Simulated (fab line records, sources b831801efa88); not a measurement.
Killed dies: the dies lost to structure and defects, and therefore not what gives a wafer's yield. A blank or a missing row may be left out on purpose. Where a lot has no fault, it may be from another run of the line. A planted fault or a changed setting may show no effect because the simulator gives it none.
fab line records	flow sky130
record: lots: 15	wafers: 45	lastDay: 50
route steps=708 shown METAL5@661 PASSIVATION@683
lots that met no fault: taken from a fault-free run of the same line
startH: start of the lot's first displayed wafer, in hours after the record's first day	waitH: hours from the lot's prior step to this one	" identical to the entry in the row above	L1.1+2: several wafers, shown together as one row	- either no value or no given start	* or withheld: withheld	< > ~ a bound
route shown NAME@n: names a module that has steps shown in the file, with the first one's number in the route	usual: average and standard deviation across the fault-free wafers	same: alike in all rows	chamber/n: place in a boat	sites: per-site readings	_std_site: the standard deviation of these	_edge_site: inner sites' mean taken away from outer sites' mean	radiusMm: for every site, how far away it sits from the centre of the wafer	mask NAME#n: copy n	behind: the tool/chamber that last shaped the wafer	hold: the reason the lot was held/the length of the hold in hours/how it ended	device: whichever transistor did not switch (one of n, p or np)	end of line: tests of these same wafers at the route's end	for a step that has no rows: nothing shown but its recipe	killed: dies lost to structure and defects at the first sort, not the wafer's yield	map: shows each die of a wafer: x if killed, . if not, _ if none is there
set.NAME: setting as actually run; set.NAME@STEP: the setting as run at that earlier step	model.NAME: the simulator's own value behind a step, which no gauge read
the route's steps for a sample of lots (tables are steps, rows are wafers)
services: when a tool's chamber went out of use (startH, in hours from the record's first day, below 0 if earlier), for how many hours, and the reason
== steps ==
step: SKY_METAL5_SPUTTER_00
recipe: material: Ti	targetThkNm: 15	powerW: 3000	timeS: 10	chamberPressurePa: 0.4
usual: cathodeDcPowerW: 3000.0/0.54	throttleValvePct: 29.8/1
lot.wafer	tool	chamber	startH	waitH	cathodeDcPowerW	throttleValvePct
L917.1	pvdSputter-02	-	997.69	0.2	2999.9	27.7
L917.4	"	-	"	"	2999.5	29.8
L917.5	"	-	"	"	3000.0	29.7
L918.1	pvdSputter-04	-	1003.21	0.1	3000.7	30.3
L918.5	"	-	"	"	2999.8	29.0
L918.6	"	-	"	"	3000.2	30.7
L919.4	pvdSputter-04	-	1012.35	0.2	2999.5	30.0
L919.5	"	-	"	"	3000.0	29.9
L919.6	"	-	"	"	2998.6	30.7
L922.1	pvdSputter-03	-	1039.19	0.1	3000.6	31.5
L922.2	"	-	"	"	3000.3	28.5
L922.5	"	-	"	"	2998.5	28.8
L924.1	pvdSputter-04	-	1065.05	0.1	2999.4	30.0
L924.5	"	-	"	"	3000.1	30.9
L924.6	"	-	"	"	3000.5	29.3
L928.1	pvdSputter-04	-	1080.13	0.1	2999.6	31.0
L928.2	"	-	"	"	3000.6	30.1
L928.3	"	-	"	"	3000.2	30.0
L930.4	pvdSputter-02	-	1088.65	0.2	3000.1	29.9
L930.5	"	-	"	"	2999.5	29.8
L930.6	"	-	"	"	2999.3	27.6
L932.2	pvdSputter-04	-	1103.58	0.2	3000.3	30.8
L932.3	"	-	"	"	3000.1	29.7
L932.5	"	-	"	"	3000.5	28.9
L933.1	pvdSputter-03	-	1105.98	0.1	3000.4	29.0
L933.2	"	-	"	"	3000.7	31.6
L933.5	"	-	"	"	2999.9	28.6
L934.3	pvdSputter-03	-	1112.05	0.2	2999.7	31.3
L934.5	"	-	"	"	2999.7	28.5
L934.6	"	-	"	"	3000.3	31.3
L936.2	pvdSputter-02	-	1126.40	0.1	2999.4	29.8
L936.4	"	-	"	"	3000.1	29.6
L936.6	"	-	"	"	2999.8	29.9
L937.1	pvdSputter-04	-	1134.31	0.2	3000.3	29.2
L937.3	"	-	"	"	2998.7	29.5
L937.5	"	-	"	"	3000.3	30.6
L938.1	pvdSputter-03	-	1139.16	0.1	3000.1	28.9
L938.3	"	-	"	"	2999.9	31.8
L938.6	"	-	"	"	3000.0	31.3
L939.2	pvdSputter-02	-	1139.20	0.1	2999.7	30.0
L939.4	"	-	"	"	3000.9	29.4
L939.6	"	-	"	"	3000.2	29.5
L940.1	pvdSputter-03	-	1140.57	0.2	3000.6	28.4
L940.3	"	-	"	"	3000.6	31.4
L940.6	"	-	"	"	2999.9	31.4
step: SKY_METAL5_SPUTTER_01
recipe: material: TiN	targetThkNm: 20	powerW: 6500	timeS: 16.7	chamberPressurePa: 0.4
usual: cathodeDcPowerW: 6500.0/1.3	throttleValvePct: 29.8/1.1
lot.wafer	tool	chamber	startH	waitH	cathodeDcPowerW	throttleValvePct
L917.1	pvdSputter-02	-	997.71	0.0	6498.7	27.8
L917.4	"	-	"	"	6502.3	29.9
L917.5	"	-	"	"	6502.0	30.0
L918.1	pvdSputter-04	-	1003.23	0.0	6499.1	30.1
L918.5	"	-	"	"	6499.7	29.1
L918.6	"	-	"	"	6500.1	30.9
L919.4	pvdSputter-04	-	1012.37	0.0	6500.7	29.6
L919.5	"	-	"	"	6500.4	30.1
L919.6	"	-	"	"	6501.1	30.7
L922.1	pvdSputter-03	-	1039.21	0.0	6500.3	31.3
L922.2	"	-	"	"	6499.9	28.4
L922.5	"	-	"	"	6502.2	29.1
L924.1	pvdSputter-04	-	1065.07	0.0	6499.5	30.2
L924.5	"	-	"	"	6498.4	31.1
L924.6	"	-	"	"	6499.9	29.1
L928.1	pvdSputter-04	-	1080.15	0.0	6499.0	30.6
L928.2	"	-	"	"	6500.4	30.2
L928.3	"	-	"	"	6498.8	30.1
L930.4	pvdSputter-02	-	1088.68	0.0	6499.4	30.0
L930.5	"	-	"	"	6500.3	30.1
L930.6	"	-	"	"	6500.6	28.0
L932.2	pvdSputter-04	-	1103.60	0.0	6501.4	30.8
L932.3	"	-	"	"	6500.4	29.7
L932.5	"	-	"	"	6501.1	29.2
L933.1	pvdSputter-03	-	1106.00	0.0	6496.5	28.7
L933.2	"	-	"	"	6501.0	31.6
L933.5	"	-	"	"	6499.5	28.3
L934.3	pvdSputter-03	-	1112.07	0.0	6500.4	31.3
L934.5	"	-	"	"	6499.9	28.4
L934.6	"	-	"	"	6499.3	31.3
L936.2	pvdSputter-02	-	1126.42	0.0	6499.5	30.0
L936.4	"	-	"	"	6497.8	29.5
L936.6	"	-	"	"	6498.9	30.1
L937.1	pvdSputter-04	-	1134.34	0.0	6499.0	29.0
L937.3	"	-	"	"	6501.6	29.9
L937.5	"	-	"	"	6501.8	30.2
L938.1	pvdSputter-03	-	1139.18	0.0	6501.1	28.9
L938.3	"	-	"	"	6501.6	31.5
L938.6	"	-	"	"	6500.9	31.3
L939.2	pvdSputter-02	-	1139.23	0.0	6499.6	30.1
L939.4	"	-	"	"	6500.1	29.6
L939.6	"	-	"	"	6499.5	29.5
L940.1	pvdSputter-03	-	1140.59	0.0	6498.1	28.2
L940.3	"	-	"	"	6501.8	31.8
L940.6	"	-	"	"	6500.8	31.4
step: SKY_METAL5_DEVELOP_13
recipe: resist: NOVOLAK	developer: TMAH	developTimeS: 60	devTempC: 23
usual: chillPlateTempC: 23.00/0.11	developTimeS: 60/0	resistLineTempC: 22.99/0.1
lot.wafer	tool	chamber	startH	waitH	chillPlateTempC	developTimeS	resistLineTempC
L917.1	lithoTrack-04	0	1020.39	0.1	23.09	60	22.97
L917.4	"	0	"	"	23.05	60	23.02
L917.5	"	0	"	"	22.95	60	23.13
L918.1	lithoTrack-01	0	1025.96	0.1	22.92	60	23.31
L918.5	"	0	"	"	23.11	60	23.01
L918.6	"	0	"	"	22.96	60	23.10
L919.4	lithoTrack-01	0	1034.38	0.1	22.93	60	23.06
L919.5	"	0	"	"	22.93	60	23.06
L919.6	"	0	"	"	22.88	60	23.02
L922.1	lithoTrack-02	0	1061.27	0.1	23.16	60	22.85
L922.2	"	0	"	"	23.02	60	22.78
L922.5	"	0	"	"	23.03	60	22.81
L924.1	lithoTrack-04	0	1085.14	0.1	23.02	60	23.11
L924.5	"	0	"	"	23.01	60	23.10
L924.6	"	0	"	"	23.13	60	23.01
L928.1	lithoTrack-04	0	1100.04	0.1	23.07	60	23.05
L928.2	"	0	"	"	22.95	60	23.12
L928.3	"	0	"	"	22.98	60	22.89
L930.4	lithoTrack-02	0	1108.75	0.1	23.01	60	23.01
L930.5	"	0	"	"	23.05	60	22.95
L930.6	"	0	"	"	23.09	60	22.92
L932.2	lithoTrack-04	-	1122.77	0.1	-	-	-
L932.3	"	-	"	"	-	-	-
L932.5	"	-	"	"	-	-	-
L933.1	lithoTrack-01	-	1125.16	0.1	-	-	-
L933.2	"	-	"	"	-	-	-
L933.5	"	-	"	"	-	-	-
L934.3	lithoTrack-02	-	1131.67	0.1	-	-	-
L934.5	"	-	"	"	-	-	-
L934.6	"	-	"	"	-	-	-
L936.2	lithoTrack-01	0	1145.03	0.1	22.97	60	22.95
L936.4	"	0	"	"	22.91	60	23.05
L936.6	"	0	"	"	22.97	60	22.96
L937.1	lithoTrack-01	0	1152.46	0.1	22.80	60	22.98
L937.3	"	0	"	"	23.04	60	22.80
L937.5	"	0	"	"	23.00	60	23.04
L938.1	lithoTrack-02	0	1156.57	0.1	23.23	60	22.96
L938.3	"	0	"	"	23.01	60	23.02
L938.6	"	0	"	"	23.28	60	22.88
L939.2	lithoTrack-02	0	1156.90	0.1	23.06	60	22.87
L939.4	"	0	"	"	22.88	60	22.85
L939.6	"	0	"	"	23.02	60	22.94
L940.1	lithoTrack-01	0	1158.41	0.1	22.88	60	23.01
L940.3	"	0	"	"	23.12	60	23.04
L940.6	"	0	"	"	22.94	60	22.89
step: SKY_PASSIVATION_CVD_02
recipe: material: Si3N4	targetThkNm: 540	tempC: 400	timeS: withheld	rfW: 450
usual: heaterPowerW: 771/93
lot.wafer	tool	chamber	startH	waitH	heaterPowerW
L917.1	pecvd-03	1	1021.50	0.1	626
L917.4	"	1	"	"	634
L917.5	"	2	"	"	904
L918.1	pecvd-03	2	1027.06	0.1	899
L918.5	"	0	"	"	851
L918.6	"	1	"	"	604
L919.4	pecvd-03	2	1035.52	0.1	752
L919.5	"	0	"	"	827
L919.6	"	1	"	"	648
L922.1	pecvd-01	1	1062.63	0.1	800
L922.2	"	0	"	"	831
L922.5	"	0	"	"	731
L924.1	pecvd-04	0	1086.24	0.1	882
L924.5	"	2	"	"	781
L924.6	"	0	"	"	722
L928.1	pecvd-03	0	1101.44	0.1	790
L928.2	"	1	"	"	596
L928.3	"	2	"	"	918
L930.4	pecvd-03	1	1109.89	0.1	673
L930.5	"	0	"	"	816
L930.6	"	1	"	"	522
L936.2	pecvd-03	1	1146.37	0.0	642
L936.4	"	2	"	"	771
L936.6	"	1	"	"	523
L937.1	pecvd-04	1	1153.58	0.1	815
L937.3	"	1	"	"	843
L937.5	"	0	"	"	727
L938.1	pecvd-01	0	1157.75	0.1	805
L938.3	"	2	"	"	677
L938.6	"	0	"	"	821
L939.2	pecvd-03	2	1158.01	0.0	827
L939.4	"	0	"	"	852
L939.6	"	2	"	"	864
L940.1	pecvd-01	1	1159.55	0.1	680
L940.3	"	2	"	"	689
L940.6	"	1	"	"	709
== services ==
tool	chamber	startH	hours	kind
pecvd-01	1	988.90	5.5	scheduledDown
pecvd-01	1	999.38	-	clean
pecvd-01	1	999.38	-	consumableReplace:showerhead
pecvd-01	1	999.38	29.0	scheduledDown
pecvd-01	1	999.38	29.0	ventCycle
pecvd-03	0	1008.43	5.5	scheduledDown
pvdSputter-04	-	1010.48	1.7	repair
pecvd-01	0	1023.21	2.1	scheduledDown
pvdSputter-02	-	1042.02	13.8	repair
pecvd-01	2	1058.61	5.5	scheduledDown
pvdSputter-02	-	1067.48	12.5	repair
pecvd-03	-	1069.70	5.5	pm
pecvd-03	1	1076.71	13.1	repair
pecvd-04	-	1078.45	2.8	pm
pecvd-01	2	1092.06	2.6	repair
pecvd-03	2	1095.19	5.5	scheduledDown
pecvd-01	-	1100.38	0.5	repair
pecvd-03	2	1106.85	5.5	scheduledDown
pecvd-01	-	1110.69	0.7	repair
pecvd-01	0	1114.10	6.2	repair
pecvd-01	1	1133.01	2.1	scheduledDown
pecvd-04	1	1134.94	2.1	scheduledDown
pecvd-04	2	1150.75	5.5	scheduledDown
lithoTrack-01	-	1155.95	-	consumableReplace:filter
== key ==
firstSign: step: SKY_METAL5_DEVELOP_13	reading: toolRecord	direction: missing
effect none on later readings
metAt SKY_METAL5_DEVELOP_13
struckLots L932,L933,L934
laterRowsLeftOut L932.2,L932.3,L932.5,L933.1,L933.2,L933.5,L934.3,L934.5,L934.6
sortLeftOut L932.2,L932.3,L932.5,L933.1,L933.2,L933.5,L934.3,L934.5,L934.6
notActingAt SKY_METAL5_SPUTTER_00,SKY_METAL5_SPUTTER_01,SKY_PASSIVATION_CVD_02
onsetBetween 1108.75 1122.77
fault: kind: skippedStepWhole	tool: lithoTrack-01,lithoTrack-02,lithoTrack-04	chamber: -	onsetH: 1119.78	steps: SKY_METAL5_DEVELOP_13	scope: struckLotsOnly
sortLeftOut: the simulated sort isn't trusted on such a fault, so these wafers' sort isn't shown, and their yield isn't known
laterRowsLeftOut: the simulator's readings of these wafers behind a module that went badly wrong aren't trusted and aren't shown, but for the sort
